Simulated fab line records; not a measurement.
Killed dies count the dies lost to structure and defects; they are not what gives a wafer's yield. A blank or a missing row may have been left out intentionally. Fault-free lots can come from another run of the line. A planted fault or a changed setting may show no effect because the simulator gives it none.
Problem report in the 8D (eight disciplines) form, filled by code -- flow sky130 -- the parts of the form that need people (team, actions taken, sign-off) are left out

== 1. WHAT WENT WRONG ==
Wafers without a fault read 308 s, standard deviation 3.3; run length s at SKY_SONOS_ONO_WET_ETCH_16 reads a mean of 114 s on 6 wafers belonging to 2 lots. That is -59 standard deviations from the usual mean.
The step: etches SiO2 in dHF, target depth 14 nm, time 280 s.
The first sign was on wafer L524.1 at day 17 17:05, on wet bench-01. The record holds 18 wafers of 6 lots with a number at this step. Rule for "out", or "out of limits": more than 4 standard deviations from the usual mean. The rest of the wafers with a number are treated as sound.

== 2. WHAT IT IS AND WHAT IT IS NOT ==
question,is,is not
which readings at this step,run length s,-
which lots,"L524, L526","L517, L521, L525, L532"
which wafers of those lots,all that have a number,-
read on which tools,wet bench-01,"wet bench-02, wet bench-04"
when,from day 17 17:05,"up to then (6 sound wafers); but 6 sound wafers of L525, L532 came after"

== 3. WHAT RULES OUT EACH SUSPECT ==
Counting: any tool at a process step up to the reading is kept as a suspect provided that every lot that is out went through it and no sound lot did after the first of them.
- wet bench-01 at SKY_SONOS_ONO_WET_ETCH_16 (etches SiO2 in dHF, target depth 14 nm, time 280 s): kept. It ran every lot that is out, first L524 (day 17 17:05), and no sound lot after that; its last sound lot up to then is L517 (day 15 14:53). Its own run length s readings are out on those wafers.
After counting, what remains is wet bench-01 at SKY_SONOS_ONO_WET_ETCH_16.

== 4. THE CAUSE (what the simulator had put in) ==
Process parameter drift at SKY_SONOS_ONO_WET_ETCH_16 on wet bench-01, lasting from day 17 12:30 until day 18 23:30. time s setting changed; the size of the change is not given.
Only this tool survived the counting.

== 5. THE CHAIN OF EFFECTS, in route order ==
One row per reading whose mean, taken over the struck wafers that have a number, lies over 3 standard deviations from the usual. Only readings for which the record gives a usual standard deviation are gone through. hours: the time from each lot's start at the first step in this table that gives one to its start at this step, as a median over the lots. sigmas: the change in usual standard deviations.
hours,step,reading,usual,on struck wafers,change,sigmas
0,SKY_SONOS_ONO_WET_ETCH_16,run length s,308 s,114,-194,-59
Here are the process steps it includes:
- SKY_SONOS_ONO_WET_ETCH_16: etches SiO2 in dHF, target depth 14 nm, time 280 s.
At these later measuring or inspecting steps, every struck wafer for which the step has a row has a number for every such reading, and none has moved that far: SKY_GATE_OXIDE_THK_MEAS_02, SKY_GATE_OXIDE_OVL_MEAS_10, SKY_GATE_OXIDE_TW_MEAS_14, SKY_POLY_GATE_THK_MEAS_01.

== 6. HOW IT WOULD HAVE BEEN CAUGHT EARLIER ==
First out-of-limits reading in this record: day 17 17:05, which is 5 hours after fault onset at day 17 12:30.
